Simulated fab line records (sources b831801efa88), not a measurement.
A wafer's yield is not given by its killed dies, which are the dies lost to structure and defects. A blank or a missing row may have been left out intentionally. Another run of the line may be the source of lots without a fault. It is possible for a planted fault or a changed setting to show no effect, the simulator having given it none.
A sampling plan put to the test | flow sky130 | one line in one fab, 45 faults in these records, each fault weighed on the records of the lots it struck
Plan = the line's own looks (route steps where a gauge or an inspection reads the wafer without altering it). Where struck wafers have a number at a look and the file lists that look's usual mean and standard deviation on fault-free wafers, the look can be judged. Caught: at a look after the fault's first step, the mean of the struck wafers lies 4 or more of those standard deviations (sigma) from the usual mean. On the tool: here the same test is run on the tool's own readings at the fault's steps. Another recipe on the struck wafers, or a record that is blank for them alone, also counts as caught.

## THE FAULTS, as the simulator had put them in
1. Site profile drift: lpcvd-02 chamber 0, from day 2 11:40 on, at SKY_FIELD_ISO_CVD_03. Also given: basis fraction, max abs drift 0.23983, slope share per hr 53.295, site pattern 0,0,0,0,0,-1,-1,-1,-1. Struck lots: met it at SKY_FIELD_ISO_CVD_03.
2. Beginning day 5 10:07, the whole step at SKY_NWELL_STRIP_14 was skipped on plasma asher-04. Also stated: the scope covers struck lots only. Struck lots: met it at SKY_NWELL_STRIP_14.
3. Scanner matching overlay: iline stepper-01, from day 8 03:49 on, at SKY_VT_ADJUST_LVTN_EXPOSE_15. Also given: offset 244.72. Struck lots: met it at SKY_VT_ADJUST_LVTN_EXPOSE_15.
4. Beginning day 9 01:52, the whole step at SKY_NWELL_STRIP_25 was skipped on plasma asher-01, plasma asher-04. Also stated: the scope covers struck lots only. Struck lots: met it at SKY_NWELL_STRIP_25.
5. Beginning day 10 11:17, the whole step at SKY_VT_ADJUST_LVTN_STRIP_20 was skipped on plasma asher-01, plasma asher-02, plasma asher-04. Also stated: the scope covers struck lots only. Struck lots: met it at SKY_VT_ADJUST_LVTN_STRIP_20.
6. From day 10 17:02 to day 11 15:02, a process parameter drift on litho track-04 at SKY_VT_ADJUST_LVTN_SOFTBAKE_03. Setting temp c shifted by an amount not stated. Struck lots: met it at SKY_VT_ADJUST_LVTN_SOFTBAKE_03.
7. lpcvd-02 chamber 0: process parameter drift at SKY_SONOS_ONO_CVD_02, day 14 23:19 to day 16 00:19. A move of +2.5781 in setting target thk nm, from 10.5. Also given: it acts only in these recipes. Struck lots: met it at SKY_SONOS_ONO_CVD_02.
8. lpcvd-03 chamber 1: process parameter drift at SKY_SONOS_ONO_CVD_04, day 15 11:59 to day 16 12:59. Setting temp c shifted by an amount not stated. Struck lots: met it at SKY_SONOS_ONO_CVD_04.
9. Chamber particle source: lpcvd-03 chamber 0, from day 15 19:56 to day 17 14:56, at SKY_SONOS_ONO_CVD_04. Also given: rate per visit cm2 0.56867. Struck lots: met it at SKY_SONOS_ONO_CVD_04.
10. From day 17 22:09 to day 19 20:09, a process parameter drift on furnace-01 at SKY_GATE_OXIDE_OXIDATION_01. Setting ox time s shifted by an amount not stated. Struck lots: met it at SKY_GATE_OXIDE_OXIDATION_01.
11. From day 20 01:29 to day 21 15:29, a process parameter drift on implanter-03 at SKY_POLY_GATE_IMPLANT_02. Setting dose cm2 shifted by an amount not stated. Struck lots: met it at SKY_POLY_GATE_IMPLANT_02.
12. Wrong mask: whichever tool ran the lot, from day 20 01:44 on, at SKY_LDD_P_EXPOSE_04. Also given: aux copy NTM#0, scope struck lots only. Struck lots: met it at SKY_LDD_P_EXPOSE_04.
13. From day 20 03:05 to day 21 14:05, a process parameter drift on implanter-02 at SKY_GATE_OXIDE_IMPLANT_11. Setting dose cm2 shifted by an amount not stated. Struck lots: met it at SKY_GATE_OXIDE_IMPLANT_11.
14. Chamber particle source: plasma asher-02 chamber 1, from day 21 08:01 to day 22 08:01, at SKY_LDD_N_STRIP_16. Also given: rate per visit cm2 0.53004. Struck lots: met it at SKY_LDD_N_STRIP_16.
15. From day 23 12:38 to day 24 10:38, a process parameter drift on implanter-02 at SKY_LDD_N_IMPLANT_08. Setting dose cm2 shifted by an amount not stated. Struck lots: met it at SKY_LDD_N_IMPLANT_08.
16. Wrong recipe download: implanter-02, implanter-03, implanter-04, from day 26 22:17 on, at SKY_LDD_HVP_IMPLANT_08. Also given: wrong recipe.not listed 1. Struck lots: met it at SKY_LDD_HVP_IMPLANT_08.
17. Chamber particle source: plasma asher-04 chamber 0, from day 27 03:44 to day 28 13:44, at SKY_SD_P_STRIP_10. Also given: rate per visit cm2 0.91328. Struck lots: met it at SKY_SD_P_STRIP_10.
18. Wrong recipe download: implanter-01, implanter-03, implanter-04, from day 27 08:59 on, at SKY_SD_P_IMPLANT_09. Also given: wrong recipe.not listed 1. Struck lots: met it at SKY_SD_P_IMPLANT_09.
19. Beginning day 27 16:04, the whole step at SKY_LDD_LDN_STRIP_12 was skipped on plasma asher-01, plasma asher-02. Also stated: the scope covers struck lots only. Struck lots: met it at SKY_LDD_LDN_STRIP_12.
20. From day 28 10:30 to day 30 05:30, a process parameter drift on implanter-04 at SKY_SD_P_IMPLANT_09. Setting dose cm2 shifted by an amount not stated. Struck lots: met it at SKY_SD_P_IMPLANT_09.
21. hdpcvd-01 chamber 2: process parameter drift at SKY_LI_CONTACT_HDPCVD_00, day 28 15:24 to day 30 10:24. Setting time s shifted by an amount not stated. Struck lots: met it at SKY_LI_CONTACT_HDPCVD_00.
22. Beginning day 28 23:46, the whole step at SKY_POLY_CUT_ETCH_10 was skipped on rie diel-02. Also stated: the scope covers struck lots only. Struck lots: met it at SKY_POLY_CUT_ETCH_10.
23. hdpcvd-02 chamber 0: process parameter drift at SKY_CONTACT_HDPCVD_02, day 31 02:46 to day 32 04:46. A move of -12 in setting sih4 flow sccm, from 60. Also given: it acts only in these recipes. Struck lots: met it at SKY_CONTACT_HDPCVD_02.
24. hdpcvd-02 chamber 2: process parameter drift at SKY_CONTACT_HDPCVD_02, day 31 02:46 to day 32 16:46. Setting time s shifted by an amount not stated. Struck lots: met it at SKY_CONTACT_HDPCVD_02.
25. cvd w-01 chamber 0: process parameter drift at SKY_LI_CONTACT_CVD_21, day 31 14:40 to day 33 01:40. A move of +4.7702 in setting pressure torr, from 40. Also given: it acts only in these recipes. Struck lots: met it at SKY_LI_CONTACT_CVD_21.
26. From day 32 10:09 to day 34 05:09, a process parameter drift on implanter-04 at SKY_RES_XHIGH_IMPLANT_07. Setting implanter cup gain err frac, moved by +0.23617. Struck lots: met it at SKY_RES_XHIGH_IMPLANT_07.
27. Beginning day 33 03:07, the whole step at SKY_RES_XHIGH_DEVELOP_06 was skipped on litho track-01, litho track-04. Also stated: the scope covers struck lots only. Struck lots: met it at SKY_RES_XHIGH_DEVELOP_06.
28. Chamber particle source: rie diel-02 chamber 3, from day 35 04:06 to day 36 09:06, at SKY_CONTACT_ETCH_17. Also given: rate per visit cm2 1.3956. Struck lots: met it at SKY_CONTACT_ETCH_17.
29. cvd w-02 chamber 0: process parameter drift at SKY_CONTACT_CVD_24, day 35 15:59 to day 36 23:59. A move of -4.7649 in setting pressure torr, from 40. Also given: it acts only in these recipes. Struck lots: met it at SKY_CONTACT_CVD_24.
30. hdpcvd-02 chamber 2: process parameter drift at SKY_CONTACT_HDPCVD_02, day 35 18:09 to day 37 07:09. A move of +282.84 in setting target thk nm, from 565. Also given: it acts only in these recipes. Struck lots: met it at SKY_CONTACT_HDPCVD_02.
31. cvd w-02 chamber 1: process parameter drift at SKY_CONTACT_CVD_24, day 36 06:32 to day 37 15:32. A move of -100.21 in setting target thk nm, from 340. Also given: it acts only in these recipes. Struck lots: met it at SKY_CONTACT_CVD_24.
32. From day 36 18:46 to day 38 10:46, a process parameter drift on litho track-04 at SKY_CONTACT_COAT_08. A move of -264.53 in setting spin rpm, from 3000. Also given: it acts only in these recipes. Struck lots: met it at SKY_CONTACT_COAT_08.
33. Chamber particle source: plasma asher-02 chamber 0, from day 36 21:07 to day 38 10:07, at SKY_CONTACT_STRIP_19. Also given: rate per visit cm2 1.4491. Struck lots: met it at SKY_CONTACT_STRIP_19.
34. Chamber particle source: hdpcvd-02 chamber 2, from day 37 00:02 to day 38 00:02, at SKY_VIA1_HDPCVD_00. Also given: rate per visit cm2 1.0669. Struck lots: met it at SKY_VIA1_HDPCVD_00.
35. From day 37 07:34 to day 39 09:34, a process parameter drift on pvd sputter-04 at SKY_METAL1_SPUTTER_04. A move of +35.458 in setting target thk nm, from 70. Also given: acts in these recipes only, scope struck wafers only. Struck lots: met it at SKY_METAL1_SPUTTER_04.
36. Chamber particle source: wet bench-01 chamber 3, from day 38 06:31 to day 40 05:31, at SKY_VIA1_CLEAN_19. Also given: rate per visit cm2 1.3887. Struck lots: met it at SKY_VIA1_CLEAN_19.
37. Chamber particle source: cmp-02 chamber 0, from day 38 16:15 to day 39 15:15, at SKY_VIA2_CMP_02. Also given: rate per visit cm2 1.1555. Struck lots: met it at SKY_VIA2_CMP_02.
38. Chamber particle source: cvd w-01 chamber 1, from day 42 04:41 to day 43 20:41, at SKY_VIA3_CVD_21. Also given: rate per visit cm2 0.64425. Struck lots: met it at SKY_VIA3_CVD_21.
39. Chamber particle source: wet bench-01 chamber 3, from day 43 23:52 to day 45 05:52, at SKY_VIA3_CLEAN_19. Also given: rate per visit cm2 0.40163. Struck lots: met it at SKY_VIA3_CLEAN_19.
40. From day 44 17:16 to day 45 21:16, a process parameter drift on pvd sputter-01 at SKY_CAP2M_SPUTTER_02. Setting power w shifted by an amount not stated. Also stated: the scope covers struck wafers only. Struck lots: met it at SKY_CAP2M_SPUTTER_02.
41. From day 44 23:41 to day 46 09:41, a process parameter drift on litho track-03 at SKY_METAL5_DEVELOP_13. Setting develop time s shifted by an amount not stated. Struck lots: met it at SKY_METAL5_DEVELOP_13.
42. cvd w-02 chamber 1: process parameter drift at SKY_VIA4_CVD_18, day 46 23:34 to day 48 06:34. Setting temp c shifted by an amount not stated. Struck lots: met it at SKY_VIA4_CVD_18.
43. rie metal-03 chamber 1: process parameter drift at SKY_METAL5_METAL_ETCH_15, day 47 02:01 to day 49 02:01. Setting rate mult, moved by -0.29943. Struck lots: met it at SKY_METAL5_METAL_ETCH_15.
44. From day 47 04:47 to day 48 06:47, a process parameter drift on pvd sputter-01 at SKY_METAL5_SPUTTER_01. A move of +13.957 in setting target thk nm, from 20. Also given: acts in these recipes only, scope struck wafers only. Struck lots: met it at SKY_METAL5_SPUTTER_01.
45. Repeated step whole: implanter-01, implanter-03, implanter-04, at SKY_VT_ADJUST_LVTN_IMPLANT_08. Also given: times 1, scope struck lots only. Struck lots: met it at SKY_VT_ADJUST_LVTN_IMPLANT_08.

## WHAT THE PLAN SAW
fault | on the tool itself                               | first look that catches it                      | reading, sigma                                                             | median hours from its first step to that look | hours from the fault's start to the first struck lot there | judged looks passed uncaught
1     | under 2 sigma                                    | SKY_FIELD_ISO_THK_MEAS_04                       | FIELD_ISO_CVD_03_THK -11                                                   | 1.8                                           | 0                                                          | 0
2     | the tool's record is blank for the struck wafers | SKY_NWELL_TW_MEAS_26                            | NWELL_2_TW -99 or beyond                                                   | 19.0                                          | 23                                                         | 1
3     | no reading that can be judged                    | SKY_VT_ADJUST_LVTN_OVL_MEAS_18                  | VT_ADJUST_LVTN_01_OVL +99 or beyond                                        | 10.4                                          | 27                                                         | 0
4     | the tool's record is blank for the struck wafers | SKY_VT_ADJUST_HVTP_TW_MEAS_11                   | VT_ADJUST_HVTP_TW -83                                                      | 21.7                                          | 27                                                         | 1
5     | the tool's record is blank for the struck wafers | SKY_VT_ADJUST_NCORE_TW_MEAS_11                  | VT_ADJUST_NCORE_TW -99 or beyond                                           | 22.5                                          | 23                                                         | 0
6     | plate temp C -19 sigma                           | no look after it can be judged                  | -                                                                          | -                                             | -                                                          | 0
7     | no reading that can be judged                    | SKY_SONOS_ONO_THK_MEAS_03                       | SONOS_ONO_CVD_02_THK +17                                                   | 1.1                                           | 11                                                         | 0
8     | susceptor temp C +25 sigma                       | SKY_SONOS_ONO_THK_MEAS_05                       | SONOS_ONO_CVD_04_THK +8.6                                                  | 1.2                                           | 3                                                          | 0
9     | under 2 sigma                                    | no look after it can be judged                  | -                                                                          | -                                             | -                                                          | 0
10    | under 2 sigma                                    | none of the 2 looks that can be judged after it | strongest: GATE_OXIDE_OXIDATION_00_THK at SKY_GATE_OXIDE_THK_MEAS_02, -3.9 | -                                             | -                                                          | 2
11    | dose ions cm2 -99 or beyond sigma                | SKY_RES_PROTECT_TW_MEAS_08                      | POLY_GATE_TW -9.9                                                          | 0.2                                           | 18                                                         | 0
12    | no reading that can be judged                    | SKY_LDD_P_TW_MEAS_11                            | LDD_P_TW -99 or beyond                                                     | 15.6                                          | 22                                                         | 0
13    | dose ions cm2 -99 or beyond sigma                | SKY_GATE_OXIDE_TW_MEAS_14                       | GATE_OXIDE_TW -17                                                          | 0.3                                           | 7                                                          | 0
14    | under 2 sigma                                    | not the one look that can be judged after it    | -                                                                          | -                                             | -                                                          | 1
15    | dose ions cm2 +99 or beyond sigma                | no look after it can be judged                  | -                                                                          | -                                             | -                                                          | 0
16    | under 2 sigma                                    | SKY_LDD_HVP_TW_MEAS_10                          | LDD_HVP_TW +59                                                             | 0.2                                           | 5                                                          | 0
17    | under 2 sigma                                    | not the one look that can be judged after it    | -                                                                          | -                                             | -                                                          | 1
18    | no reading that can be judged                    | SKY_SD_P_TW_MEAS_11                             | SD_P_TW -27                                                                | 0.2                                           | 3                                                          | 0
19    | the tool's record is blank for the struck wafers | no look after it can be judged                  | -                                                                          | -                                             | -                                                          | 0
20    | dose ions cm2 -99 or beyond sigma                | SKY_SD_P_TW_MEAS_11                             | SD_P_TW -17                                                                | 0.2                                           | 20                                                         | 0
21    | run length s +66 sigma                           | SKY_LI_CONTACT_THK_MEAS_01                      | LI_CONTACT_HDPCVD_THK +10                                                  | 0.1                                           | 13                                                         | 0
22    | the tool's record is blank for the struck wafers | no look after it can be judged                  | -                                                                          | -                                             | -                                                          | 0
23    | sih4 flow sccm -65 sigma                         | SKY_CONTACT_THK_MEAS_03                         | CONTACT_HDPCVD_THK -23                                                     | 0.1                                           | 1                                                          | 0
24    | run length s -50 sigma                           | SKY_CONTACT_THK_MEAS_03                         | CONTACT_HDPCVD_THK -20                                                     | 0.1                                           | 1                                                          | 0
25    | chamber pressure Torr +56 sigma                  | not the one look that can be judged after it    | -                                                                          | -                                             | -                                                          | 1
26    | faraday current uA +10 sigma                     | SKY_RES_XHIGH_TW_MEAS_09                        | RES_XHIGH_TW -8.8                                                          | 0.2                                           | 1                                                          | 0
27    | the tool's record is blank for the struck wafers | SKY_RES_XHIGH_TW_MEAS_09                        | RES_XHIGH_TW -99 or beyond                                                 | 0.4                                           | 4                                                          | 0
28    | under 2 sigma                                    | none of the 2 looks that can be judged after it | -                                                                          | -                                             | -                                                          | 2
29    | chamber pressure Torr -54 sigma                  | not the one look that can be judged after it    | strongest: CONTACT_W_RS at SKY_CONTACT_RS_MEAS_25, +3.2                    | -                                             | -                                                          | 1
30    | no reading that can be judged                    | SKY_CONTACT_THK_MEAS_03                         | CONTACT_HDPCVD_THK +55                                                     | 0.1                                           | 6                                                          | 0
31    | under 2 sigma                                    | SKY_CONTACT_RS_MEAS_25                          | CONTACT_W_RS +26                                                           | 0.1                                           | 10                                                         | 0
32    | spin speed rpm -99 or beyond sigma               | not the one look that can be judged after it    | -                                                                          | -                                             | -                                                          | 1
33    | under 2 sigma                                    | not the one look that can be judged after it    | -                                                                          | -                                             | -                                                          | 1
34    | no reading that can be judged                    | not the one look that can be judged after it    | -                                                                          | -                                             | -                                                          | 1
35    | under 2 sigma                                    | SKY_METAL1_THK_MEAS_06                          | METAL1_ALCU_THK -5.6                                                       | 0.2                                           | 15                                                         | 0
36    | no reading that can be judged                    | not the one look that can be judged after it    | -                                                                          | -                                             | -                                                          | 1
37    | under 2 sigma                                    | none of the 3 looks that can be judged after it | -                                                                          | -                                             | -                                                          | 3
38    | under 2 sigma                                    | no look after it can be judged                  | -                                                                          | -                                             | -                                                          | 0
39    | no reading that can be judged                    | no look after it can be judged                  | -                                                                          | -                                             | -                                                          | 0
40    | cathode dc power W -99 or beyond sigma           | no look after it can be judged                  | -                                                                          | -                                             | -                                                          | 0
41    | under 2 sigma                                    | no look after it can be judged                  | -                                                                          | -                                             | -                                                          | 0
42    | susceptor temp C -23 sigma                       | SKY_VIA4_RS_MEAS_19                             | VIA4_W_RS +9.1                                                             | 0.2                                           | 8                                                          | 0
43    | oes product au -15 sigma                         | no look after it can be judged                  | -                                                                          | -                                             | -                                                          | 0
44    | under 2 sigma                                    | no look after it can be judged                  | -                                                                          | -                                             | -                                                          | 0
45    | no reading that can be judged                    | SKY_VT_ADJUST_LVTN_TW_MEAS_10                   | VT_ADJUST_LVTN_TW +22                                                      | 0.6                                           | -                                                          | 0
A dash: this means the fault isn't caught or the number doesn't appear in these records.

Caught at a look: 23 of 45. Caught on the tool: 22 of 45. By one or the other: 32 of 45.
Caught on the tool alone: faults 6, 15, 19, 22, 25, 29, 32, 40, 43.
Caught at a look alone: faults 1, 3, 7, 12, 16, 18, 30, 31, 35, 45.
Caught by neither: faults 9, 10, 14, 17, 28, 33, 34, 36, 37, 38, 39, 41, 44.

## THINNER SAMPLING
In the worst case, this is how late the first struck lot would be measured if the look that catches a fault measured only every second or every third lot, by lot number:
fault | struck lots at that look, in order of time | every lot | every second lot | every third lot
1     | L413, L414, L415, L417                     | 0 h       | 3 h              | 10 h
2     | L616, L617                                 | 23 h      | 25 h             | may miss all 2
3     | L651, L653                                 | 27 h      | may miss all 2   | may miss all 2
4     | L786, L787                                 | 27 h      | 31 h             | may miss all 2
5     | L764, L765, L766                           | 23 h      | 41 h             | 43 h
7     | L444                                       | 11 h      | may miss it      | may miss it
8     | L893, L894                                 | 3 h       | 16 h             | may miss all 2
11    | L964, L965                                 | 18 h      | 30 h             | may miss all 2
12    | L994                                       | 22 h      | may miss it      | may miss it
13    | L989, L990                                 | 7 h       | 10 h             | may miss all 2
16    | L676, L677, L679, L678                     | 5 h       | 8 h              | 19 h
18    | L492, L493, L495, L494                     | 3 h       | 6 h              | 46 h
20    | L520, L523                                 | 20 h      | 26 h             | may miss all 2
21    | L236                                       | 13 h      | may miss it      | may miss it
23    | L443, L444                                 | 1 h       | 12 h             | may miss all 2
24    | L845                                       | 1 h       | may miss it      | may miss it
26    | L722, L724                                 | 1 h       | may miss all 2   | may miss all 2
27    | L732, L733, L734                           | 4 h       | 17 h             | 20 h
30    | L699, L702                                 | 6 h       | 18 h             | may miss all 2
31    | L505, L507                                 | 10 h      | may miss all 2   | may miss all 2
35    | L322, L323                                 | 15 h      | 27 h             | may miss all 2
42    | L935, L938                                 | 8 h       | 18 h             | may miss all 2
The hour figures run from when the fault began to the first measured lot among those it struck. The limit of 4 sigma was tested on all struck wafers together, so one lot alone may lie under it. Other struck lots may not be in these records.

## THE LONGEST TIMED WAY FROM STEP TO LOOK
In fault 5, a median of 22.5 hours elapses between SKY_VT_ADJUST_LVTN_STRIP_20 and SKY_VT_ADJUST_NCORE_TW_MEAS_11. No look between them can be judged.
